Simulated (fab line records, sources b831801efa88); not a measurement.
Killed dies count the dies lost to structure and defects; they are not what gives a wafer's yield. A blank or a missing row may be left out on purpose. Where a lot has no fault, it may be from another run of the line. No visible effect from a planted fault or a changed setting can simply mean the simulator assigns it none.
The tool behind it: which one? -- flow gf180mcu -- Sampling: 7 lots, 21 wafers, 4 of 602 route steps

## WHAT THE GAUGES SHOWED, per wafer
GF_V1_THK_MEAS_01.
lot,measured,on,V1_CVD_00_THK (nm)
L115,day 18 12:27,filmMetro-01,604 600 595
L117,day 19 07:42,filmMetro-02,606 598 603
L120,day 20 04:01,filmMetro-03,598 600
L122,day 21 08:02,filmMetro-01,591
L130,day 24 02:19,filmMetro-01,596 610 608
L133,day 24 18:55,filmMetro-01,597 595 601
L135,day 25 18:08,filmMetro-02,606 599 604

## EACH LOT AND THE TOOL THAT RAN IT (in order: tool; ch and the chambers of the sampled wafers; start)
lot,GF_CONTACT_SPUTTER_23,GF_CONTACT_CVD_24,GF_CONTACT_CMP_27
L115,"pvdSputter-03, day 17 10:33","cvdW-02 ch 0,1, day 17 10:36","cmp-01 ch 0,1,2, day 17 11:00"
L117,"pvdSputter-03, day 18 05:27","cvdW-02 ch 1, day 18 05:29","cmp-01 ch 0,2, day 18 05:53"
L120,"pvdSputter-02, day 19 02:20","cvdW-02 ch 0,1, day 19 02:24","cmp-01 ch 0,2,3, day 19 02:48"
L122,"pvdSputter-02, day 20 06:23","cvdW-01 ch 0,1, day 20 06:26","cmp-01 ch 1,2,3, day 20 06:43"
L130,"pvdSputter-01, day 23 02:20","cvdW-02 ch 0,1, day 23 02:24","cmp-01 ch 1,2, day 23 02:42"
L133,"pvdSputter-02, day 23 19:09","cvdW-02 ch 1, day 23 19:11","cmp-01 ch 0,1, day 23 19:31"
L135,"pvdSputter-03, day 24 18:55","cvdW-02 ch 0,1, day 24 18:58","cmp-01 ch 0,1,3, day 24 19:24"
- GF_CONTACT_SPUTTER_23: material TiN, target thk 10 nm, time 40 s.
- GF_CONTACT_CVD_24: deposits W, target thk 300 nm, time 90.339 s.
- GF_CONTACT_CMP_27: polishes, stops on SiO2, t overpolish 15 s, target thk 0 nm.

## THE ANSWER, worked out from the rows above alone
Rule: the lots themselves supply what counts as usual. Put in order of their means at a reading, lots are off if they are a third of the lots or fewer, leave a main group of 4 or more, and stand apart from it by a gap of 3 or more times the standard deviation of the main group's means; of several such gaps the widest counts. Not used: any main group whose means are identical at the precision the tables above print for the reading. A lot without any number at a reading at which 4 lots or more have one is off too. Where the step has rows for the other lots, those lots are counted as sound.
No lot is off at any reading shown: from this, nothing can be told.

## WHAT THE SIMULATOR HAD INSERTED
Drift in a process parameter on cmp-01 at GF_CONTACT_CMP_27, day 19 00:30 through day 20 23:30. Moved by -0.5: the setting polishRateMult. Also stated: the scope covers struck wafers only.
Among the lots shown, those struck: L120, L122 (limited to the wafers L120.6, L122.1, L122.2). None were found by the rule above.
